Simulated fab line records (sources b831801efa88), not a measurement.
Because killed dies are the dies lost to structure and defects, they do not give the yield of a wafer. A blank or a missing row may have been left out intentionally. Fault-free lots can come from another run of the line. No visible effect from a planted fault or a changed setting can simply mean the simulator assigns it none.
fab line records ; flow sfq_line
record: lots: 14; wafers: 42; last_day: 86
route steps=325 shown I6@266 M7@282 I7@296
lots untouched by any fault: they come from a run of this same line in which no faults occurred
start_h: hours from the record's opening day to when the first of the lot's shown wafers began ; wait_h: hours elapsed since this lot's preceding step ; " the same as in the row above ; L1.1+2: a single row standing in for several wafers ; - value missing, or start not given ; * or withheld: withheld ; < > ~ a bound
route shown NAME@n: names a module that has steps shown in the file, with the first one's number in the route ; usual: mean and standard deviation over wafers with no fault ; same: alike in all rows ; chamber/n: place in a boat ; sites: each site's reading ; _std_site: how widely they spread, as a standard deviation ; _edge_site: outer sites' mean less inner sites' ; radius_mm: for every site, how far away it sits from the centre of the wafer ; mask NAME#n: copy n ; behind: tool/chamber where the wafer was last shaped ; hold: what put the lot on hold/how long, in hours/how the hold closed ; device: the transistor (n, p or np) that didn't switch ; end of line: at the end of the route, the tests of the same wafers ; a step given without rows: its recipe and nothing more ; killed: the dies lost at the first sort to structure and to defects; this is not the yield of the wafer ; map: dies across one wafer; x = killed, . = not, _ = none there
set.NAME: the setting as run; set.NAME@STEP: as run at that earlier step ; model.NAME: the simulator's own value behind a step, which no gauge read
the route's steps for a sample of lots (tables are steps, rows are wafers)
services: when a tool's chamber went out of use (start_h, in hours from the record's first day, below 0 if earlier), for how many hours, and the reason
== steps ==
step: SFQ_TRILAYER_I6_DEP_PECVD_165
recipe: material: SiO2; temp_c: 150; time_s: 111.11; pressure_torr: 2.4; rf_w: 183.3; precursor: SiH4/N2O; target_thk_nm: 500
usual: heater_power_w: 87/14; throttle_valve_pct: 24.3/0.98
lot.wafer;tool;chamber;start_h;wait_h;heater_power_w;throttle_valve_pct
L838.4;pecvd-04;0;1704.56;0.0;93;23.8
L838.5;pecvd-04;1;1704.56;0.0;82;24.5
L838.6;pecvd-04;2;1704.56;0.0;85;26.3
L839.1;pecvd-03;1;1705.72;0.0;59;23.8
L839.2;pecvd-03;2;1705.72;0.0;119;22.6
L839.3;pecvd-03;0;1705.72;0.0;65;22.3
L840.1;pecvd-04;0;1748.07;0.0;96;23.8
L840.2;pecvd-04;2;1748.07;0.0;75;26.2
L840.6;pecvd-04;2;1748.07;0.0;79;26.3
L841.1;pecvd-02;0;1750.47;0.0;93;24.5
L841.2;pecvd-02;1;1750.47;0.0;98;24.7
L841.4;pecvd-02;0;1750.47;0.0;98;24.9
L842.3;pecvd-04;2;1754.07;0.0;87;26.2
L842.4;pecvd-04;2;1754.07;0.0;74;26.2
L842.5;pecvd-04;1;1754.07;0.0;91;24.5
L843.3;pecvd-02;2;1758.87;0.0;76;24.1
L843.4;pecvd-02;2;1758.87;0.0;80;24.3
L843.5;pecvd-02;0;1758.87;0.0;93;24.8
L844.1;pecvd-02;2;1763.25;0.0;73;24.4
L844.4;pecvd-02;1;1763.25;0.0;96;24.6
L844.6;pecvd-02;2;1763.25;0.0;77;24.4
L845.1;pecvd-03;1;1767.27;0.0;64;24.0
L845.5;pecvd-03;2;1767.27;0.0;121;22.6
L845.6;pecvd-03;0;1767.27;0.0;69;22.5
L847.1;pecvd-03;0;1772.85;0.0;68;22.6
L847.3;pecvd-03;2;1772.85;0.0;107;22.9
L847.4;pecvd-03;1;1772.85;0.0;64;24.0
L849.2;pecvd-02;1;1791.27;0.0;82;24.7
L849.5;pecvd-02;1;1791.27;0.0;89;24.8
L849.6;pecvd-02;0;1791.27;0.0;99;25.1
L854.2;pecvd-02;2;1825.98;0.0;79;24.5
L854.3;pecvd-02;1;1825.98;0.0;87;24.8
L854.6;pecvd-02;2;1825.98;0.0;82;24.6
L856.1;pecvd-02;0;1838.09;0.0;98;25.2
L856.4;pecvd-02;2;1838.09;0.0;74;24.6
L856.5;pecvd-02;0;1838.09;0.0;99;24.9
L858.1;pecvd-04;2;1841.69;0.0;76;26.0
L858.4;pecvd-04;2;1841.69;0.0;82;26.3
L858.5;pecvd-04;0;1841.69;0.0;103;24.0
L860.2;pecvd-03;2;1852.96;0.0;120;23.1
L860.4;pecvd-03;0;1852.96;0.0;77;22.6
L860.6;pecvd-03;1;1852.96;0.0;69;24.2
step: SFQ_TRILAYER_M7_DEP_SPUTTER_175
recipe: material: Nb; base_pressure_pa: 1.33e-06; chamber_pressure_pa: 0.1333; substrate_temp_c: 20; target_thk_nm: 200; power_w: 2000; time_s: 133.3
usual: base_pressure_pa: 1.33e-06/9.3e-08; throttle_valve_pct: 30.1/0.94
lot.wafer;tool;chamber;start_h;wait_h;base_pressure_pa;throttle_valve_pct
L838.4;pvd_sputter-04;-;1827.18;0.0;1.38e-06;29.2
L838.5;pvd_sputter-04;-;1827.18;0.0;1.36e-06;29.2
L838.6;pvd_sputter-04;-;1827.18;0.0;1.24e-06;30.4
L839.1;pvd_sputter-06;-;1828.38;0.0;1.48e-06;28.2
L839.2;pvd_sputter-06;-;1828.38;0.0;1.31e-06;31.3
L839.3;pvd_sputter-06;-;1828.38;0.0;1.29e-06;29.9
L840.1;pvd_sputter-06;-;1869.74;0.0;1.38e-06;29.7
L840.2;pvd_sputter-06;-;1869.74;0.0;1.37e-06;28.0
L840.6;pvd_sputter-06;-;1869.74;0.0;1.48e-06;31.4
L841.1;pvd_sputter-03;-;1872.14;0.0;1.36e-06;30.5
L841.2;pvd_sputter-03;-;1872.14;0.0;1.36e-06;30.1
L841.4;pvd_sputter-03;-;1872.14;0.0;1.31e-06;30.2
L842.3;pvd_sputter-04;-;1875.86;0.0;1.21e-06;29.2
L842.4;pvd_sputter-04;-;1875.86;0.0;1.38e-06;30.2
L842.5;pvd_sputter-04;-;1875.86;0.0;1.53e-06;28.8
L843.3;pvd_sputter-06;-;1879.46;0.0;1.46e-06;28.1
L843.4;pvd_sputter-06;-;1879.46;0.0;1.36e-06;29.6
L843.5;pvd_sputter-06;-;1879.46;0.0;1.39e-06;31.3
L844.1;pvd_sputter-03;-;1885.46;0.0;1.38e-06;30.5
L844.4;pvd_sputter-03;-;1885.46;0.0;1.35e-06;30.6
L844.6;pvd_sputter-03;-;1885.46;0.0;1.26e-06;30.0
L845.1;pvd_sputter-06;-;1891.37;0.0;1.36e-06;30.3
L845.5;pvd_sputter-06;-;1891.37;0.0;1.27e-06;31.3
L845.6;pvd_sputter-06;-;1891.37;0.0;1.37e-06;28.0
L847.1;pvd_sputter-03;-;1896.19;0.0;1.33e-06;30.1
L847.3;pvd_sputter-03;-;1896.19;0.0;1.27e-06;30.8
L847.4;pvd_sputter-03;-;1896.19;0.0;1.21e-06;30.7
L849.2;pvd_sputter-03;-;1905.83;0.0;1.29e-06;30.8
L849.5;pvd_sputter-03;-;1905.83;0.0;1.27e-06;30.2
L849.6;pvd_sputter-03;-;1905.83;0.0;1.16e-06;30.3
L854.2;pvd_sputter-06;-;1935.91;0.0;1.28e-06;29.5
L854.3;pvd_sputter-06;-;1935.91;0.0;1.3e-06;31.4
L854.6;pvd_sputter-06;-;1935.91;0.0;1.34e-06;28.1
L856.1;pvd_sputter-06;-;1943.24;0.0;1.19e-06;28.1
L856.4;pvd_sputter-06;-;1943.24;0.0;1.3e-06;29.8
L856.5;pvd_sputter-06;-;1943.24;0.0;1.32e-06;27.6
L858.1;pvd_sputter-04;-;1949.20;0.0;1.08e-06;29.0
L858.4;pvd_sputter-04;-;1949.20;0.0;1.29e-06;30.8
L858.5;pvd_sputter-04;-;1949.20;0.0;1.32e-06;30.3
L860.2;pvd_sputter-06;-;1952.80;0.0;1.52e-06;30.2
L860.4;pvd_sputter-06;-;1952.80;0.0;1.14e-06;28.0
L860.6;pvd_sputter-06;-;1952.80;0.0;1.35e-06;31.6
step: SFQ_M7_RS_MEAS_943
recipe: thk_meas_gauge: four-point-probe; reads: Nb_of_TRILAYER_M7_DEP_SPUTTER_175
usual: M7_NB_RS: 0.884/0.0098
lot.wafer;tool;chamber;start_h;wait_h;M7_NB_RS[ohm/sq]
L838.4;film_metro-02;-;1827.33;0.1;0.888
L838.5;film_metro-02;-;1827.33;0.1;0.897
L838.6;film_metro-02;-;1827.33;0.1;0.888
L839.1;film_metro-04;-;1828.47;0.0;0.870
L839.2;film_metro-04;-;1828.47;0.0;0.872
L839.3;film_metro-04;-;1828.47;0.0;0.870
L840.1;film_metro-02;-;1869.83;0.0;0.875
L840.2;film_metro-02;-;1869.83;0.0;0.872
L840.6;film_metro-02;-;1869.83;0.0;0.880
L841.1;film_metro-01;-;1872.23;0.0;0.876
L841.2;film_metro-01;-;1872.23;0.0;0.891
L841.4;film_metro-01;-;1872.23;0.0;0.884
L842.3;film_metro-02;-;1875.99;0.1;0.903
L842.4;film_metro-02;-;1875.99;0.1;0.894
L842.5;film_metro-02;-;1875.99;0.1;0.909
L843.3;film_metro-02;-;1879.59;0.1;0.895
L843.4;film_metro-02;-;1879.59;0.1;0.895
L843.5;film_metro-02;-;1879.59;0.1;0.903
L844.1;film_metro-02;-;1885.55;0.0;0.882
L844.4;film_metro-02;-;1885.55;0.0;0.883
L844.6;film_metro-02;-;1885.55;0.0;0.887
L845.1;film_metro-01;-;1891.46;0.0;0.880
L845.5;film_metro-01;-;1891.46;0.0;0.889
L845.6;film_metro-01;-;1891.46;0.0;0.887
L847.1;film_metro-01;-;1896.28;0.0;1.130
L847.3;film_metro-01;-;1896.28;0.0;0.895
L847.4;film_metro-01;-;1896.28;0.0;0.880
L849.2;film_metro-02;-;1905.94;0.1;0.889
L849.5;film_metro-02;-;1905.94;0.1;0.884
L849.6;film_metro-02;-;1905.94;0.1;1.125
L854.2;film_metro-02;-;1936.02;0.1;0.892
L854.3;film_metro-02;-;1936.02;0.1;0.894
L854.6;film_metro-02;-;1936.02;0.1;0.892
L856.1;film_metro-02;-;1943.33;0.0;0.880
L856.4;film_metro-02;-;1943.33;0.0;0.889
L856.5;film_metro-02;-;1943.33;0.0;0.884
L858.1;film_metro-01;-;1949.29;0.0;0.876
L858.4;film_metro-01;-;1949.29;0.0;0.872
L858.5;film_metro-01;-;1949.29;0.0;0.866
L860.2;film_metro-01;-;1952.91;0.1;0.876
L860.4;film_metro-01;-;1952.91;0.1;0.877
L860.6;film_metro-01;-;1952.91;0.1;0.893
step: SFQ_TRILAYER_M7_ETCH_METAL_ETCH_180
recipe: target: Nb; stop_on: SiO2; mask_material: PR; chemistry: Cl2/Ar; target_depth_nm: 240; icp_w: 600; bias_w: 80; pressure_mtorr: 10; time_s: 120
usual: drypump_motor_current_A: 5.66/0.14; oes_product_au: 0.898/0.0078
lot.wafer;tool;chamber;start_h;wait_h;drypump_motor_current_A;oes_product_au;rf_hours_counter_h
L838.4;rie_metal-01;1;1914.57;0.1;5.96;0.895;-
L838.5;rie_metal-01;0;1914.57;0.1;5.23;0.890;-
L838.6;rie_metal-01;1;1914.57;0.1;5.97;0.891;-
L839.1;rie_metal-02;0;1915.73;0.0;5.58;0.914;96
L839.2;rie_metal-02;1;1915.73;0.0;5.77;0.908;20
L839.3;rie_metal-02;1;1915.73;0.0;5.79;0.913;-
L840.1;rie_metal-02;1;1966.31;0.0;5.81;0.907;29
L840.2;rie_metal-02;0;1966.31;0.0;5.59;0.894;105
L840.6;rie_metal-02;0;1966.31;0.0;5.57;0.897;-
L841.1;rie_metal-01;0;1967.51;0.0;5.23;0.898;104
L841.2;rie_metal-01;1;1967.51;0.0;5.98;0.884;120
L841.4;rie_metal-01;0;1967.51;0.0;5.21;0.885;-
L842.3;rie_metal-02;0;1973.55;0.1;5.58;0.887;-
L842.4;rie_metal-02;1;1973.55;0.1;5.81;0.892;-
L842.5;rie_metal-02;1;1973.55;0.1;5.79;0.883;-
L843.3;rie_metal-02;1;1977.15;0.1;5.78;0.896;-
L843.4;rie_metal-02;0;1977.15;0.1;5.59;0.892;-
L843.5;rie_metal-02;1;1977.15;0.1;5.79;0.882;-
L844.1;rie_metal-02;1;1981.91;0.0;5.76;0.892;32
L844.4;rie_metal-02;1;1981.91;0.0;5.78;0.891;-
L844.6;rie_metal-02;1;1981.91;0.0;5.79;0.901;-
L845.1;rie_metal-02;1;1988.71;0.0;5.79;0.903;33
L845.5;rie_metal-02;0;1988.71;0.0;5.57;0.887;-
L845.6;rie_metal-02;1;1988.71;0.0;5.77;0.898;-
L847.1;rie_metal-02;0;1993.51;0.0;5.58;0.811;111
L847.3;rie_metal-02;0;1993.51;0.0;5.57;0.888;-
L847.4;rie_metal-02;1;1993.51;0.0;5.79;0.904;-
L849.2;rie_metal-04;1;2004.11;0.0;5.65;0.889;97
L849.5;rie_metal-04;1;2004.11;0.0;5.66;0.893;-
L849.6;rie_metal-04;0;2004.11;0.0;5.61;0.809;-
L854.2;rie_metal-04;1;2033.83;0.0;5.65;0.897;101
L854.3;rie_metal-04;0;2033.83;0.0;5.54;0.891;-
L854.6;rie_metal-04;1;2033.83;0.0;5.65;0.900;-
L856.1;rie_metal-04;0;2039.68;0.1;5.60;0.907;118
L856.4;rie_metal-04;1;2039.68;0.1;5.65;0.893;-
L856.5;rie_metal-04;1;2039.68;0.1;5.68;0.897;-
L858.1;rie_metal-04;0;2043.28;0.1;5.58;0.895;119
L858.4;rie_metal-04;1;2043.28;0.1;5.70;0.899;-
L858.5;rie_metal-04;0;2043.28;0.1;5.55;0.911;-
L860.2;rie_metal-02;0;2046.86;0.0;5.57;0.905;120
L860.4;rie_metal-02;1;2046.86;0.0;5.83;0.912;-
L860.6;rie_metal-02;1;2046.86;0.0;5.77;0.891;-
step: SFQ_TRILAYER_I7_DEP_PECVD_183
recipe: material: SiO2; temp_c: 150; time_s: 111.11; pressure_torr: 2.4; rf_w: 183.3; precursor: SiH4/N2O; target_thk_nm: 500
usual: heater_power_w: 87/14; throttle_valve_pct: 25.0/1.4
lot.wafer;tool;chamber;start_h;wait_h;heater_power_w;throttle_valve_pct
L838.4;pecvd-04;1;1915.51;0.0;81;24.3
L838.5;pecvd-04;2;1915.51;0.0;87;26.1
L838.6;pecvd-04;0;1915.51;0.0;99;24.2
L839.1;pecvd-01;0;1916.63;0.0;83;27.4
L839.2;pecvd-01;2;1916.63;0.0;92;25.0
L839.3;pecvd-01;1;1916.63;0.0;87;24.9
L840.1;pecvd-01;1;1967.21;0.0;91;25.2
L840.2;pecvd-01;0;1967.21;0.0;83;27.7
L840.6;pecvd-01;1;1967.21;0.0;99;25.3
L841.1;pecvd-03;2;1968.41;0.0;118;23.2
L841.2;pecvd-03;1;1968.41;0.0;70;24.2
L841.4;pecvd-03;2;1968.41;0.0;120;23.4
L842.3;pecvd-01;1;1974.44;0.0;99;25.3
L842.4;pecvd-01;0;1974.44;0.0;78;27.6
L842.5;pecvd-01;1;1974.44;0.0;100;25.2
L843.3;pecvd-01;0;1978.01;0.0;76;27.8
L843.4;pecvd-01;0;1978.01;0.0;75;27.6
L843.5;pecvd-01;1;1978.01;0.0;93;25.5
L844.1;pecvd-04;2;1982.81;0.0;88;26.1
L844.4;pecvd-04;2;1982.81;0.0;86;26.1
L844.6;pecvd-04;0;1982.81;0.0;99;23.7
L845.1;pecvd-04;2;1989.61;0.0;88;26.2
L845.5;pecvd-04;1;1989.61;0.0;91;24.0
L845.6;pecvd-04;0;1989.61;0.0;103;24.0
L847.1;pecvd-03;2;1994.41;0.0;110;23.1
L847.3;pecvd-03;0;1994.41;0.0;69;23.0
L847.4;pecvd-03;2;1994.41;0.0;116;23.4
L849.2;pecvd-04;1;2005.01;0.0;87;24.2
L849.5;pecvd-04;0;2005.01;0.0;85;23.8
L849.6;pecvd-04;1;2005.01;0.0;92;24.4
L854.2;pecvd-03;1;2034.73;0.0;57;24.3
L854.3;pecvd-03;0;2034.73;0.0;72;23.3
L854.6;pecvd-03;1;2034.73;0.0;60;24.3
L856.1;pecvd-03;1;2040.82;0.0;69;24.4
L856.4;pecvd-03;1;2040.82;0.0;70;24.6
L856.5;pecvd-03;2;2040.82;0.0;115;23.5
L858.1;pecvd-03;2;2044.42;0.0;119;23.4
L858.4;pecvd-03;2;2044.42;0.0;121;23.3
L858.5;pecvd-03;1;2044.42;0.0;67;24.6
L860.2;pecvd-01;1;2047.76;0.0;85;25.0
L860.4;pecvd-01;2;2047.76;0.0;92;25.0
L860.6;pecvd-01;0;2047.76;0.0;78;27.6
step: SFQ_I7_OVL_MEAS_947
usual: I7_OVL: -3/5.1
lot.wafer;tool;chamber;start_h;wait_h;I7_OVL[nm]
L838.4;overlay-01;-;1922.86;0.1;-3
L838.5;overlay-01;-;1922.86;0.1;-4
L838.6;overlay-01;-;1922.86;0.1;0
L839.1;overlay-01;-;1925.41;0.1;-11
L839.2;overlay-01;-;1925.41;0.1;-7
L839.3;overlay-01;-;1925.41;0.1;-5
L840.1;overlay-01;-;1976.49;0.1;1
L840.2;overlay-01;-;1976.49;0.1;-3
L840.6;overlay-01;-;1976.49;0.1;-3
L841.1;overlay-01;-;1978.89;0.1;1
L841.2;overlay-01;-;1978.89;0.1;-2
L841.4;overlay-01;-;1978.89;0.1;-4
L842.3;overlay-02;-;1992.52;0.1;-6
L842.4;overlay-02;-;1992.52;0.1;-9
L842.5;overlay-02;-;1992.52;0.1;0
L843.3;overlay-02;-;1997.32;0.1;4
L843.4;overlay-02;-;1997.32;0.1;0
L843.5;overlay-02;-;1997.32;0.1;1
L844.1;overlay-02;-;1999.71;0.1;-10
L844.4;overlay-02;-;1999.71;0.1;-14
L844.6;overlay-02;-;1999.71;0.1;-11
L845.1;overlay-02;-;2005.51;0.1;4
L845.5;overlay-02;-;2005.51;0.1;4
L845.6;overlay-02;-;2005.51;0.1;-3
L847.1;overlay-02;-;2011.51;0.1;-13
L847.3;overlay-02;-;2011.51;0.1;-16
L847.4;overlay-02;-;2011.51;0.1;-15
L849.2;overlay-01;-;2021.11;0.1;-7
L849.5;overlay-01;-;2021.11;0.1;-12
L849.6;overlay-01;-;2021.11;0.1;-10
L854.2;overlay-01;-;2043.91;0.1;-8
L854.3;overlay-01;-;2043.91;0.1;-10
L854.6;overlay-01;-;2043.91;0.1;-7
L856.1;overlay-01;-;2049.91;0.1;1
L856.4;overlay-01;-;2049.91;0.1;6
L856.5;overlay-01;-;2049.91;0.1;6
L858.1;overlay-01;-;2054.71;0.1;-6
L858.4;overlay-01;-;2054.71;0.1;-8
L858.5;overlay-01;-;2054.71;0.1;-7
L860.2;overlay-01;-;2060.71;0.1;-1
L860.4;overlay-01;-;2060.71;0.1;-8
L860.6;overlay-01;-;2060.71;0.1;1
== services ==
tool;chamber;start_h;hours;kind
pecvd-03;-;1686.25;14.0;pm
pvd_sputter-04;-;1691.35;14.4;repair
rie_metal-04;-;1700.52;0.2;repair
pvd_sputter-04;-;1702.90;1.7;repair
pecvd-01;0;1714.65;5.2;repair
pecvd-01;-;1715.65;90.2;repair
pecvd-01;1;1728.29;8.7;repair
pecvd-03;0;1741.08;16.9;repair
rie_metal-04;-;1773.90;0.7;repair
pvd_sputter-03;-;1787.71;0.9;repair
pecvd-02;1;1797.52;1.7;repair
rie_metal-02;0;1802.32;21.4;repair
pvd_sputter-03;-;1808.23;25.2;repair
pvd_sputter-03;-;1825.67;0.7;repair
pvd_sputter-06;-;1857.44;4.0;repair
pvd_sputter-06;-;1886.65;2.0;repair
pvd_sputter-03;-;1892.70;2.9;repair
pecvd-01;1;1894.83;12.9;repair
pecvd-01;-;1896.33;12.7;repair
pecvd-04;-;1945.38;6.0;pm
pecvd-01;2;1966.25;10.5;repair
pecvd-03;-;1973.69;1.5;repair
pecvd-01;-;2009.20;6.0;pm
pecvd-04;2;2045.41;22.5;repair
== key ==
first_sign: step: SFQ_M7_RS_MEAS_943; reading: M7_NB_RS; direction: up; sigmas: 25; usual: 0.884; struck: 1.127
effect: step: SFQ_TRILAYER_M7_ETCH_METAL_ETCH_180; reading: oes_product_au; direction: down; sigmas: 11; usual: 0.898; struck: 0.810
met_at SFQ_TRILAYER_M7_DEP_SPUTTER_175
struck_lots L847,L849
struck_wafers L847.1,L849.6
not_acting_at SFQ_TRILAYER_I6_DEP_PECVD_165,SFQ_TRILAYER_I7_DEP_PECVD_183,SFQ_I7_OVL_MEAS_947
onset_between 1872.14 1896.19
fault: kind: site_profile_drift; tool: pvd_sputter-03; chamber: -; onset_h: 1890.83; steps: SFQ_TRILAYER_M7_DEP_SPUTTER_175; basis: fraction; max_abs_drift: 0.35844; slope_share_per_hr: 79.654; site_pattern: 0,0,0,0,0,-1,-1,-1,-1; scope: struck_wafers_only
